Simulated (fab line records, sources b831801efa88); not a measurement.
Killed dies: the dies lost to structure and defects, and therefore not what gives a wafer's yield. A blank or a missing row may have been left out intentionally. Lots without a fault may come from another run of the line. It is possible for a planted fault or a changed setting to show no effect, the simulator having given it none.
fab line records    flow sky130
record: lots: 5  wafers: 15  lastDay: 50
route steps=708 shown LDD_N@241 LDD_P@255 LDD_HVN@267
lots that met no fault: taken from a fault-free run of the same line
startH: hours from the record's opening day to when the first of the lot's shown wafers began    waitH: time in hours since the lot's previous step    " the same as in the row above    L1.1+2: a single row standing in for several wafers    - no value present, or no start provided    * or withheld: withheld    < > ~ a bound
route shown NAME@n: NAME is a module with steps in the file, n the number in the route of the first one    usual: average and standard deviation across the fault-free wafers    same: alike in all rows    chamber/n: place in a boat    sites: readings site by site    _std_site: standard deviation across them    _edge_site: inner sites' mean taken away from outer sites' mean    radiusMm: for every site, how far away it sits from the centre of the wafer    mask NAME#n: copy n    behind: the tool/chamber that last shaped the wafer    hold: why the lot was held/for how many hours/how that ended    device: whichever transistor did not switch (one of n, p or np)    end of line: the tests these same wafers got at the end of their route    where a step has no rows: the recipe by itself    killed: not the wafer's yield, but the dies lost to structure and defects at the first sort    map: shows each die of a wafer: x if killed, . if not, _ if none is there
set.NAME: the run value of the setting; set.NAME@STEP: its run value at that earlier step    model.NAME: the simulator's own value behind a step, which no gauge read
lots at selected steps of the route; one table per step, one row per wafer
services: from which hour (startH, from the record's first day; less than 0 if before it) a tool's chamber was out of use, for how many hours, and why
== steps ==
step: SKY_LDD_N_EXPOSE_04
recipe: maskId: NTM  targetCdNm: 840  na: 0.6  sourceShape: conventional  sigmaOuter: 0.6  doseMj: 110
usual: exposureDoseMJCm2: 109.98/0.11
lot.wafer  tool             chamber  startH  waitH  mask   exposureDoseMJCm2
L083.1     ilineStepper-01  0        -       -      NTM#0  109.66
L083.2     "                0        "       "      NTM#0  109.77
L083.6     "                0        "       "      NTM#0  109.86
L086.1     ilineStepper-02  0        -       -      NTM#0  109.96
L086.5     "                0        "       "      NTM#0  110.03
L086.6     "                0        "       "      NTM#0  110.04
L087.2     ilineStepper-02  0        -       -      NTM#0  109.79
L087.5     "                0        "       "      NTM#0  110.08
L087.6     "                0        "       "      NTM#0  110.12
L094.1     ilineStepper-01  0        -       -      NTM#0  110.07
L094.4     "                0        "       "      NTM#0  109.76
L094.6     "                0        "       "      NTM#0  109.98
L097.2     ilineStepper-02  0        -       -      NTM#0  109.95
L097.3     "                0        "       "      NTM#0  110.10
L097.6     "                0        "       "      NTM#0  109.96
step: SKY_LDD_N_PEB_05
recipe: tempC: withheld  timeS: *  resist: NOVOLAK
lot.wafer   tool           chamber  startH  waitH
L083.1+2+6  lithoTrack-03  0        -       -
L086.1+5+6  lithoTrack-04  0        -       -
L087.2+5+6  lithoTrack-03  0        -       -
L094.1+4+6  lithoTrack-04  0        -       -
L097.2+3+6  lithoTrack-03  0        -       -
step: SKY_LDD_N_DEVELOP_06
recipe: developTimeS: 60  devTempC: 23
same: developTimeS: 60
lot.wafer   tool           chamber  startH  waitH
L083.1+2+6  lithoTrack-03  0        498.51  0.1
L086.1+5+6  lithoTrack-04  0        510.41  0.1
L087.2+5+6  lithoTrack-03  0        518.83  0.1
L094.1+4+6  lithoTrack-04  0        572.41  0.1
L097.2+3+6  lithoTrack-03  0        596.93  0.1
step: SKY_LDD_N_OVL_MEAS_07
usual: LDD_N_OVL: -0.7/1.2
lot.wafer  tool        chamber  startH  waitH  LDD_N_OVL[nm]
L083.1     overlay-02  -        498.66  0.1    -1.5
L083.2     "           -        "       "      -1.0
L083.6     "           -        "       "      -1.1
L086.1     overlay-01  -        510.56  0.1    -2.3
L086.5     "           -        "       "      -0.5
L086.6     "           -        "       "      -2.3
L087.2     overlay-01  -        518.97  0.1    -0.1
L087.5     "           -        "       "      0.7
L087.6     "           -        "       "      1.2
L094.1     overlay-01  -        572.56  0.1    -0.8
L094.4     "           -        "       "      0.4
L094.6     "           -        "       "      0.8
L097.2     overlay-01  -        597.07  0.1    -1.0
L097.3     "           -        "       "      -0.6
L097.6     "           -        "       "      -3.1
step: SKY_LDD_N_IMPLANT_08
recipe: species: As  energyKev: 20  doseCm2: 7.5e+13  tiltDeg: withheld  rotationDeg: 23
lot.wafer   tool          chamber  startH  waitH
L083.1+2+6  implanter-03  0        498.70  0.0
L086.1+5+6  implanter-01  0        510.60  0.0
L087.2+5+6  implanter-01  0        519.02  0.0
L094.1+4+6  implanter-03  0        572.60  0.0
L097.2+3+6  implanter-01  0        597.12  0.0
step: SKY_LDD_N_IMPLANT_09
recipe: species: As  energyKev: 20  doseCm2: 7.5e+13  tiltDeg: withheld  rotationDeg: 113
lot.wafer   tool          chamber  startH  waitH
L083.1+2+6  implanter-03  0        498.85  0.1
L086.1+5+6  implanter-01  0        510.75  0.1
L087.2+5+6  implanter-01  0        519.17  0.1
L094.1+4+6  implanter-03  0        572.75  0.1
L097.2+3+6  implanter-01  0        597.27  0.1
step: SKY_LDD_N_IMPLANT_10
recipe: species: As  energyKev: 20  doseCm2: 7.5e+13  tiltDeg: withheld  rotationDeg: 203
lot.wafer   tool          chamber  startH  waitH
L083.1+2+6  implanter-03  0        499.00  0.1
L086.1+5+6  implanter-01  0        510.90  0.1
L087.2+5+6  implanter-01  0        519.32  0.1
L094.1+4+6  implanter-03  0        572.90  0.1
L097.2+3+6  implanter-01  0        597.42  0.1
step: SKY_LDD_N_IMPLANT_11
recipe: species: As  energyKev: 20  doseCm2: 7.5e+13  tiltDeg: withheld  rotationDeg: 293
lot.wafer   tool          chamber  startH  waitH
L083.1+2+6  implanter-03  0        499.15  0.1
L086.1+5+6  implanter-01  0        511.05  0.1
L087.2+5+6  implanter-01  0        519.47  0.1
L094.1+4+6  implanter-03  0        573.05  0.1
L097.2+3+6  implanter-01  0        597.57  0.1
step: SKY_LDD_N_IMPLANT_12
recipe: species: BF2  energyKev: 50  doseCm2: 5e+12  tiltDeg: 30  rotationDeg: 0
lot.wafer   tool          chamber  startH  waitH
L083.1+2+6  implanter-03  0        499.30  0.1
L086.1+5+6  implanter-01  0        511.20  0.1
L087.2+5+6  implanter-01  0        519.62  0.1
L094.1+4+6  implanter-03  0        573.20  0.1
L097.2+3+6  implanter-01  0        597.72  0.1
step: SKY_LDD_N_IMPLANT_13
recipe: species: BF2  energyKev: 50  doseCm2: 5e+12  tiltDeg: 30  rotationDeg: 90
lot.wafer   tool          chamber  startH  waitH
L083.1+2+6  implanter-03  0        499.45  0.1
L086.1+5+6  implanter-01  0        511.35  0.1
L087.2+5+6  implanter-01  0        519.77  0.1
L094.1+4+6  implanter-03  0        573.35  0.1
L097.2+3+6  implanter-01  0        597.87  0.1
step: SKY_LDD_N_IMPLANT_14
recipe: species: BF2  energyKev: 50  doseCm2: 5e+12  tiltDeg: 30  rotationDeg: 180
lot.wafer   tool          chamber  startH  waitH
L083.1+2+6  implanter-03  0        499.60  0.1
L086.1+5+6  implanter-01  0        511.50  0.1
L087.2+5+6  implanter-01  0        519.92  0.1
L094.1+4+6  implanter-03  0        573.50  0.1
L097.2+3+6  implanter-01  0        598.02  0.1
step: SKY_LDD_N_IMPLANT_15
recipe: species: BF2  energyKev: 50  doseCm2: 5e+12  tiltDeg: 30  rotationDeg: 270
lot.wafer   tool          chamber  startH  waitH
L083.1+2+6  implanter-03  0        499.75  0.1
L086.1+5+6  implanter-01  0        511.65  0.1
L087.2+5+6  implanter-01  0        520.07  0.1
L094.1+4+6  implanter-03  0        573.65  0.1
L097.2+3+6  implanter-01  0        598.17  0.1
step: SKY_LDD_N_STRIP_16
recipe: chemistry: O2/N2  powerW: 1400  pressureMtorr: 1500  platenTempC: withheld  o2FlowSccm: 3000  n2FlowSccm: 300  overashFraction: 0.5
usual: drypumpMotorCurrentA: 5.7/0.47  oesProductAu: 0.407/0.0046  stripTimeToEndpointS: 4.314/0.013
lot.wafer  tool            chamber  startH  waitH  drypumpMotorCurrentA  oesProductAu  rfHoursCounterH  stripTimeToEndpointS
L083.1     plasmaAsher-02  0        499.90  0.1    4.8                   0.400         35               4.326
L083.2     "               1        "       "      5.8                   0.408         35               4.346
L083.6     "               1        "       "      5.8                   0.408         -                4.316
L086.1     plasmaAsher-02  1        511.80  0.1    5.8                   0.404         36               4.308
L086.5     "               1        "       "      5.8                   0.411         -                4.310
L086.6     "               0        "       "      4.8                   0.402         -                4.298
L087.2     plasmaAsher-02  1        520.20  0.1    5.8                   0.403         37               4.308
L087.5     "               0        "       "      4.8                   0.405         -                4.295
L087.6     "               1        "       "      5.8                   0.401         -                4.302
L094.1     plasmaAsher-04  0        573.80  0.1    6.0                   0.406         16               4.300
L094.4     "               1        "       "      5.9                   0.408         -                4.322
L094.6     "               0        "       "      6.0                   0.413         -                4.310
L097.2     plasmaAsher-02  0        598.30  0.1    4.8                   0.407         45               4.326
L097.3     "               0        "       "      4.8                   0.406         -                4.319
L097.6     "               1        "       "      5.8                   0.401         -                4.320
step: SKY_LDD_N_TW_MEAS_17
usual: LDD_N_TW: 2593/16
lot.wafer  tool          chamber  startH  waitH  LDD_N_TW
L083.1     filmMetro-02  -        500.00  0.1    2623
L083.2     "             -        "       "      2618
L083.6     "             -        "       "      2628
L086.1     filmMetro-03  -        511.90  0.1    2576
L086.5     "             -        "       "      2577
L086.6     "             -        "       "      2596
L087.2     filmMetro-03  -        520.31  0.1    2581
L087.5     "             -        "       "      2576
L087.6     "             -        "       "      2585
L094.1     filmMetro-03  -        573.90  0.1    2580
L094.4     "             -        "       "      2571
L094.6     "             -        "       "      2582
L097.2     filmMetro-03  -        598.41  0.1    2575
L097.3     "             -        "       "      2572
L097.6     "             -        "       "      2585
step: SKY_LDD_P_DEHYDRATE_00
recipe: tempC: 200  timeS: 60
lot.wafer   tool           chamber  startH  waitH
L083.1+2+6  lithoTrack-04  0        514.26  14.3
L086.1+5+6  lithoTrack-04  0        526.46  14.6
L087.2+5+6  lithoTrack-04  0        534.79  14.5
L094.1+4+6  lithoTrack-04  0        588.51  14.6
L097.2+3+6  lithoTrack-04  0        612.84  14.4
step: SKY_LDD_P_HMDS_01
recipe: primeTimeS: 60  primeTempC: 120
lot.wafer   tool           chamber  startH  waitH
L083.1+2+6  lithoTrack-04  0        514.41  0.1
L086.1+5+6  lithoTrack-04  0        526.61  0.1
L087.2+5+6  lithoTrack-04  0        534.94  0.1
L094.1+4+6  lithoTrack-04  0        588.66  0.1
L097.2+3+6  lithoTrack-04  0        612.99  0.1
step: SKY_LDD_P_COAT_02
recipe: resist: NOVOLAK  spinRpm: 3000  resistThkNm: 1140
lot.wafer   tool           chamber  startH  waitH
L083.1+2+6  lithoTrack-04  0        514.56  0.1
L086.1+5+6  lithoTrack-04  0        526.76  0.1
L087.2+5+6  lithoTrack-04  0        535.09  0.1
L094.1+4+6  lithoTrack-04  0        588.81  0.1
L097.2+3+6  lithoTrack-04  0        613.14  0.1
step: SKY_LDD_P_SOFTBAKE_03
recipe: tempC: 90  timeS: 60  resist: NOVOLAK
lot.wafer   tool           chamber  startH  waitH
L083.1+2+6  lithoTrack-04  0        514.71  0.1
L086.1+5+6  lithoTrack-04  0        526.91  0.1
L087.2+5+6  lithoTrack-04  0        535.24  0.1
L094.1+4+6  lithoTrack-04  0        588.96  0.1
L097.2+3+6  lithoTrack-04  0        613.29  0.1
step: SKY_LDD_P_EXPOSE_04
recipe: maskId: PSDM  na: 0.6  sourceShape: conventional  sigmaOuter: 0.6  polarization: unpolarized  targetCdNm: 380  doseMj: 138
usual: exposureDoseMJCm2: 137.92/0.14
lot.wafer  tool             chamber  startH  waitH  mask    exposureDoseMJCm2
L083.1     ilineStepper-01  0        -       -      PSDM#0  137.77
L083.2     "                0        "       "      PSDM#0  137.75
L083.6     "                0        "       "      PSDM#0  137.76
L086.1     ilineStepper-01  0        -       -      PSDM#0  137.91
L086.5     "                0        "       "      PSDM#0  137.92
L086.6     "                0        "       "      PSDM#0  137.93
L087.2     ilineStepper-01  0        -       -      PSDM#0  137.84
L087.5     "                0        "       "      PSDM#0  137.99
L087.6     "                0        "       "      PSDM#0  137.68
L094.1     ilineStepper-01  0        -       -      PSDM#0  137.77
L094.4     "                0        "       "      PSDM#0  137.60
L094.6     "                0        "       "      PSDM#0  137.66
L097.2     ilineStepper-02  0        -       -      PSDM#0  137.92
L097.3     "                0        "       "      PSDM#0  138.05
L097.6     "                0        "       "      PSDM#0  138.16
step: SKY_LDD_P_PEB_05
recipe: tempC: withheld  timeS: *  resist: NOVOLAK
lot.wafer   tool           chamber  startH  waitH
L083.1+2+6  lithoTrack-04  0        -       -
L086.1+5+6  lithoTrack-04  0        -       -
L087.2+5+6  lithoTrack-02  0        -       -
L094.1+4+6  lithoTrack-01  0        -       -
L097.2+3+6  lithoTrack-01  0        -       -
step: SKY_LDD_P_DEVELOP_06
recipe: resist: NOVOLAK  developer: TMAH  developTimeS: 60  devTempC: 23
same: developTimeS: 60
lot.wafer   tool           chamber  startH  waitH
L083.1+2+6  lithoTrack-04  0        529.76  0.1
L086.1+5+6  lithoTrack-04  0        541.66  0.1
L087.2+5+6  lithoTrack-02  0        550.51  0.1
L094.1+4+6  lithoTrack-01  0        603.22  0.1
L097.2+3+6  lithoTrack-01  0        627.34  0.1
step: SKY_LDD_P_CD_MEAS_07
recipe: targetCdNm: 380
usual: cdNm: 380.1/2.9
lot.wafer  tool      chamber  startH  waitH  cdNm
L083.1     cdSem-02  -        529.91  0.1    381.3
L083.2     "         -        "       "      382.4
L083.6     "         -        "       "      380.3
L086.1     cdSem-01  -        541.81  0.1    385.4
L086.5     "         -        "       "      386.4
L086.6     "         -        "       "      386.0
L087.2     cdSem-01  -        550.75  0.2    381.6
L087.5     "         -        "       "      379.6
L087.6     "         -        "       "      380.5
L094.1     cdSem-01  -        603.37  0.1    377.2
L094.4     "         -        "       "      378.0
L094.6     "         -        "       "      378.6
L097.2     cdSem-02  -        627.49  0.1    379.9
L097.3     "         -        "       "      380.4
L097.6     "         -        "       "      380.3
step: SKY_LDD_P_OVL_MEAS_08
usual: LDD_P_OVL: -0.4/1.4
lot.wafer  tool        chamber  startH  waitH  LDD_P_OVL[nm]
L083.1     overlay-01  -        530.03  0.1    0.2
L083.2     "           -        "       "      1.3
L083.6     "           -        "       "      0.5
L086.1     overlay-02  -        541.93  0.1    -0.8
L086.5     "           -        "       "      -2.5
L086.6     "           -        "       "      -1.3
L087.2     overlay-02  -        550.86  0.1    1.3
L087.5     "           -        "       "      4.0
L087.6     "           -        "       "      0.0
L094.1     overlay-02  -        603.49  0.1    1.0
L094.4     "           -        "       "      -1.1
L094.6     "           -        "       "      -0.1
L097.2     overlay-01  -        627.59  0.1    0.7
L097.3     "           -        "       "      0.2
L097.6     "           -        "       "      1.5
step: SKY_LDD_P_IMPLANT_09
recipe: species: BF2  energyKev: 25  doseCm2: 1e+13  tiltDeg: withheld
lot.wafer   tool          chamber  startH  waitH
L083.1+2+6  implanter-02  0        530.07  0.0
L086.1+5+6  implanter-04  0        541.97  0.0
L087.2+5+6  implanter-03  0        550.91  0.0
L094.1+4+6  implanter-02  0        603.52  0.0
L097.2+3+6  implanter-04  0        627.65  0.0
step: SKY_LDD_P_STRIP_10
recipe: chemistry: O2/N2  powerW: 1400  pressureMtorr: 1500  platenTempC: withheld  o2FlowSccm: 3000  n2FlowSccm: 300  overashFraction: 0.5
usual: drypumpMotorCurrentA: 5.7/0.48  oesProductAu: 0.716/0.0043  stripTimeToEndpointS: 14.18/0.033
lot.wafer  tool            chamber  startH  waitH  drypumpMotorCurrentA  oesProductAu  rfHoursCounterH  stripTimeToEndpointS
L083.1     plasmaAsher-01  0        530.22  0.1    6.3                   0.721         72               14.20
L083.2     "               1        "       "      5.7                   0.716         72               14.19
L083.6     "               1        "       "      5.6                   0.720         -                14.16
L086.1     plasmaAsher-02  0        542.12  0.1    4.8                   0.712         40               14.18
L086.5     "               1        "       "      5.8                   0.724         -                14.17
L086.6     "               0        "       "      4.8                   0.721         -                14.21
L087.2     plasmaAsher-01  0        551.04  0.1    6.3                   0.711         74               14.28
L087.5     "               0        "       "      6.3                   0.718         -                14.23
L087.6     "               1        "       "      5.6                   0.714         -                14.20
L094.1     plasmaAsher-01  1        603.67  0.1    5.6                   0.714         79               14.18
L094.4     "               0        "       "      6.3                   0.709         -                14.19
L094.6     "               0        "       "      6.3                   0.717         -                14.20
L097.2     plasmaAsher-02  1        627.77  0.1    5.8                   0.722         48               14.15
L097.3     "               0        "       "      4.8                   0.712         -                14.18
L097.6     "               0        "       "      4.8                   0.717         -                14.20
step: SKY_LDD_P_TW_MEAS_11
usual: LDD_P_TW: 641/5.1
lot.wafer  tool          chamber  startH  waitH  LDD_P_TW
L083.1     filmMetro-02  -        530.32  0.1    641
L083.2     "             -        "       "      643
L083.6     "             -        "       "      644
L086.1     filmMetro-04  -        542.22  0.1    638
L086.5     "             -        "       "      643
L086.6     "             -        "       "      641
L087.2     filmMetro-04  -        551.15  0.1    638
L087.5     "             -        "       "      636
L087.6     "             -        "       "      639
L094.1     filmMetro-04  -        603.77  0.1    636
L094.4     "             -        "       "      636
L094.6     "             -        "       "      641
L097.2     filmMetro-02  -        627.88  0.1    645
L097.3     "             -        "       "      644
L097.6     "             -        "       "      645
step: SKY_LDD_HVN_DEHYDRATE_00
recipe: tempC: 200  timeS: 60
lot.wafer   tool           chamber  startH  waitH
L083.1+2+6  lithoTrack-03  0        544.71  14.4
L086.1+5+6  lithoTrack-03  0        557.11  14.9
L087.2+5+6  lithoTrack-04  0        565.19  14.0
L094.1+4+6  lithoTrack-04  0        618.21  14.4
L097.2+3+6  lithoTrack-03  0        641.78  13.9
step: SKY_LDD_HVN_HMDS_01
recipe: primeTimeS: 60  primeTempC: 120
lot.wafer   tool           chamber  startH  waitH
L083.1+2+6  lithoTrack-03  0        544.86  0.1
L086.1+5+6  lithoTrack-03  0        557.26  0.1
L087.2+5+6  lithoTrack-04  0        565.34  0.1
L094.1+4+6  lithoTrack-04  0        618.36  0.1
L097.2+3+6  lithoTrack-03  0        641.93  0.1
step: SKY_LDD_HVN_COAT_02
recipe: resist: NOVOLAK  spinRpm: 3000  resistThkNm: 300
lot.wafer   tool           chamber  startH  waitH
L083.1+2+6  lithoTrack-03  0        545.01  0.1
L086.1+5+6  lithoTrack-03  0        557.41  0.1
L087.2+5+6  lithoTrack-04  0        565.49  0.1
L094.1+4+6  lithoTrack-04  0        618.51  0.1
L097.2+3+6  lithoTrack-03  0        642.08  0.1
step: SKY_LDD_HVN_SOFTBAKE_03
recipe: tempC: 90  timeS: 60  resist: NOVOLAK
lot.wafer   tool           chamber  startH  waitH
L083.1+2+6  lithoTrack-03  0        545.16  0.1
L086.1+5+6  lithoTrack-03  0        557.56  0.1
L087.2+5+6  lithoTrack-04  0        565.64  0.1
L094.1+4+6  lithoTrack-04  0        618.66  0.1
L097.2+3+6  lithoTrack-03  0        642.23  0.1
step: SKY_LDD_HVN_EXPOSE_04
recipe: maskId: HVNTM  na: 0.6  sourceShape: conventional  sigmaOuter: 0.6  polarization: unpolarized  targetCdNm: 700  doseMj: 127
usual: exposureDoseMJCm2: 127.03/0.11
lot.wafer  tool             chamber  startH  waitH  mask     exposureDoseMJCm2
L083.1     ilineStepper-01  0        -       -      HVNTM#0  127.15
L083.2     "                0        "       "      HVNTM#0  127.06
L083.6     "                0        "       "      HVNTM#0  126.79
L086.1     ilineStepper-01  0        -       -      HVNTM#0  127.05
L086.5     "                0        "       "      HVNTM#0  126.97
L086.6     "                0        "       "      HVNTM#0  127.02
L087.2     ilineStepper-01  0        -       -      HVNTM#0  126.99
L087.5     "                0        "       "      HVNTM#0  127.04
L087.6     "                0        "       "      HVNTM#0  126.92
L094.1     ilineStepper-02  0        -       -      HVNTM#0  127.22
L094.4     "                0        "       "      HVNTM#0  127.02
L094.6     "                0        "       "      HVNTM#0  127.06
L097.2     ilineStepper-01  0        -       -      HVNTM#0  127.28
L097.3     "                0        "       "      HVNTM#0  127.04
L097.6     "                0        "       "      HVNTM#0  127.15
step: SKY_LDD_HVN_PEB_05
recipe: tempC: withheld  timeS: *  resist: NOVOLAK
lot.wafer   tool           chamber  startH  waitH
L083.1+2+6  lithoTrack-04  0        -       -
L086.1+5+6  lithoTrack-03  0        -       -
L087.2+5+6  lithoTrack-04  0        -       -
L094.1+4+6  lithoTrack-03  0        -       -
L097.2+3+6  lithoTrack-04  0        -       -
step: SKY_LDD_HVN_DEVELOP_06
recipe: resist: NOVOLAK  developer: TMAH  developTimeS: 60  devTempC: 23
same: developTimeS: 60
lot.wafer   tool           chamber  startH  waitH
L083.1+2+6  lithoTrack-04  0        560.61  0.1
L086.1+5+6  lithoTrack-03  0        571.86  0.1
L087.2+5+6  lithoTrack-04  0        580.09  0.1
L094.1+4+6  lithoTrack-03  0        632.81  0.1
L097.2+3+6  lithoTrack-04  0        656.54  0.1
step: SKY_LDD_HVN_OVL_MEAS_07
usual: LDD_HVN_OVL: 1.2/1.3
lot.wafer  tool        chamber  startH  waitH  LDD_HVN_OVL[nm]
L083.1     overlay-01  -        560.76  0.1    0.9
L083.2     "           -        "       "      -1.2
L083.6     "           -        "       "      -0.1
L086.1     overlay-01  -        572.01  0.1    3.6
L086.5     "           -        "       "      3.4
L086.6     "           -        "       "      1.8
L087.2     overlay-01  -        580.22  0.1    2.1
L087.5     "           -        "       "      0.8
L087.6     "           -        "       "      1.0
L094.1     overlay-02  -        632.96  0.1    -1.4
L094.4     "           -        "       "      -0.3
L094.6     "           -        "       "      0.1
L097.2     overlay-01  -        656.67  0.1    3.6
L097.3     "           -        "       "      2.8
L097.6     "           -        "       "      3.1
step: SKY_LDD_HVN_IMPLANT_08
recipe: species: P  energyKev: 60  doseCm2: 3e+13  tiltDeg: 40
lot.wafer   tool          chamber  startH  waitH
L083.1+2+6  implanter-03  0        560.80  0.0
L086.1+5+6  implanter-04  0        572.05  0.0
L087.2+5+6  implanter-01  0        580.27  0.0
L094.1+4+6  implanter-04  0        633.00  0.0
L097.2+3+6  implanter-04  0        656.72  0.0
step: SKY_LDD_HVN_STRIP_09
recipe: chemistry: O2/N2  powerW: 1400  pressureMtorr: 1500  platenTempC: withheld  o2FlowSccm: 3000  n2FlowSccm: 300  overashFraction: 0.5
usual: drypumpMotorCurrentA: 5.96/0.27  oesProductAu: 0.408/0.0044  stripTimeToEndpointS: 4.132/0.014
lot.wafer  tool            chamber  startH  waitH  drypumpMotorCurrentA  oesProductAu  rfHoursCounterH  stripTimeToEndpointS
L083.1     plasmaAsher-04  0        560.95  0.1    6.02                  0.409         14               4.140
L083.2     "               1        "       "      6.00                  0.410         14               4.115
L083.6     "               0        "       "      6.02                  0.409         -                4.135
L086.1     plasmaAsher-04  0        572.20  0.1    6.03                  0.407         15               4.148
L086.5     "               1        "       "      5.94                  0.408         -                4.155
L086.6     "               0        "       "      6.03                  0.404         -                4.134
L087.2     plasmaAsher-04  1        580.40  0.1    5.91                  0.407         16               4.124
L087.5     "               0        "       "      6.00                  0.412         -                4.121
L087.6     "               1        "       "      5.94                  0.406         -                4.136
L094.1     plasmaAsher-01  1        633.15  0.1    5.62                  0.412         82               4.139
L094.4     "               0        "       "      6.31                  0.405         -                4.134
L094.6     "               0        "       "      6.29                  0.413         -                4.132
L097.2     plasmaAsher-03  1        656.85  0.1    6.11                  0.409         98               4.146
L097.3     "               0        "       "      5.64                  0.410         -                4.136
L097.6     "               1        "       "      6.15                  0.403         -                4.136
step: SKY_LDD_HVN_TW_MEAS_10
usual: LDD_HVN_TW: 1436/9.4
lot.wafer  tool          chamber  startH  waitH  LDD_HVN_TW
L083.1     filmMetro-01  -        561.05  0.1    1429
L083.2     "             -        "       "      1429
L083.6     "             -        "       "      1418
L086.1     filmMetro-04  -        572.30  0.1    1440
L086.5     "             -        "       "      1451
L086.6     "             -        "       "      1446
L087.2     filmMetro-04  -        580.51  0.1    1447
L087.5     "             -        "       "      1446
L087.6     "             -        "       "      1452
L094.1     filmMetro-01  -        633.25  0.1    1427
L094.4     "             -        "       "      1422
L094.6     "             -        "       "      1427
L097.2     filmMetro-01  -        656.96  0.1    1441
L097.3     "             -        "       "      1440
L097.6     "             -        "       "      1445
== services ==
tool             chamber  startH  hours  kind
ilineStepper-02  -        472.13  2.1    pm
implanter-02     -        472.57  3.2    repair
ilineStepper-02  -        474.21  -      consumableReplace:lamp
ilineStepper-02  -        474.80  8.0    repair
implanter-02     -        480.36  20.3   repair
plasmaAsher-03   -        506.05  20.6   repair
implanter-02     -        508.23  5.4    pm
plasmaAsher-01   -        510.88  2.8    pm
implanter-01     -        528.60  6.5    pm
implanter-03     -        534.14  2.4    pm
plasmaAsher-02   -        541.10  0.4    repair
implanter-02     -        560.86  6.7    pm
ilineStepper-01  -        567.79  0.7    repair
implanter-02     -        576.09  10.4   repair
ilineStepper-01  -        576.33  1.7    pm
ilineStepper-01  0        576.44  -      calibration
implanter-04     -        582.56  1.3    repair
plasmaAsher-03   -        590.43  0.4    repair
plasmaAsher-01   -        594.59  0.4    repair
ilineStepper-02  -        605.57  1.7    pm
implanter-02     -        614.43  71.7   pm
ilineStepper-02  0        632.33  -      calibration
implanter-01     -        652.62  5.2    pm
== key ==
fault none
